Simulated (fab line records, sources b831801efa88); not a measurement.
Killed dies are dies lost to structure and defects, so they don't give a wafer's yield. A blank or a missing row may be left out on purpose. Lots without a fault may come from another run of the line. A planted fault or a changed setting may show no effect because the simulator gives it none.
One fault seen from 2 desks | flow sky130 | each desk has only its own numbers; what lay behind them comes last

THE TOOL OWNER'S DESK: rie_metal-03
The tool's own readings at SKY_LOCAL_INTERCONNECT_METAL_ETCH_14 (etches TiN in Cl2/BCl3, stops on PSG, target depth 110 nm, time 31.4 s): means of the sampled wafers that have a number, for each lot that ran on this tool. A lot is out of limits, marked OUT, if its mean lies more than 4 standard deviations from the usual mean; the brackets give that distance.
Columns: A = drypump_motor_current_A at SKY_LOCAL_INTERCONNECT_METAL_ETCH_14, usual 5.6 A; B = oes_product_au at SKY_LOCAL_INTERCONNECT_METAL_ETCH_14, usual 0.944 a.u.; C = throttle_valve_pct at SKY_LOCAL_INTERCONNECT_METAL_ETCH_14, usual 21.899 %
lot  | first seen here | A   | B                | C
L263 | day 31 14:53    | 5.6 | 0.957            | 21.891
L265 | day 32 00:26    | 5.6 | 0.942            | 21.899
L269 | day 33 06:56    | 5.6 | 0.940            | 21.906
L271 | day 34 05:22    | 5.9 | 0.951            | 21.896
L274 | day 35 08:59    | 5.6 | 0.942            | 21.892
L280 | day 36 21:26    | 5.6 | 0.883 (-7.9) OUT | 21.939 (+4.3) OUT
L281 | day 36 22:24    | 5.3 | 0.820 (-16) OUT  | 21.984 (+9.0) OUT
This desk's finding: out of limits on L280, L281; first on L280, day 36 21:26 (oes_product_au at SKY_LOCAL_INTERCONNECT_METAL_ETCH_14). In limits: L263, L265, L269, L271, L274.

THE METROLOGY DESK
What the gauges read, lot by lot, whatever tool the lot ran on: means of the sampled wafers that have a number. A lot is out of limits, marked OUT, if its mean lies more than 4 standard deviations from the usual mean; the brackets give that distance.
Columns: A = LI_CONTACT_W_THK at SKY_LI_CONTACT_THK_MEAS_23, usual 377 nm
lot  | first seen here | A
L263 | day 30 09:59    | 376
L265 | day 30 19:38    | 384
L267 | day 31 17:53    | 379
L269 | day 32 02:56    | 379
L270 | day 33 00:26    | 379
L271 | day 33 00:59    | 377
L272 | day 33 05:38    | 379
L274 | day 34 05:06    | 382
L280 | day 35 18:05    | 374
L281 | day 35 18:41    | 382
L283 | day 36 14:15    | 382
L284 | day 37 04:10    | 381
L285 | day 37 04:55    | 379
L286 | day 37 15:25    | 381
This desk's finding: nothing out of limits on any of the 14 lots.

PUT TOGETHER
The tool owner's desk could have raised an alarm at day 36 21:26, on L280, L281.
The metrology desk saw nothing out of limits.
The metrology desk has L280, L281 on record, within its limits.
Of the lots named, all ran SKY_LOCAL_INTERCONNECT_METAL_ETCH_14 on rie_metal-03.

WHAT THE SIMULATOR HAD PUT IN
Process parameter drift: rie_metal-03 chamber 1, from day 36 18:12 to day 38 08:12, at SKY_LOCAL_INTERCONNECT_METAL_ETCH_14. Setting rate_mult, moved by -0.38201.
Lots struck among those shown: L280, L281.
Hours from the fault's start to each desk's first reading out of limits: the tool owner's desk, 3.
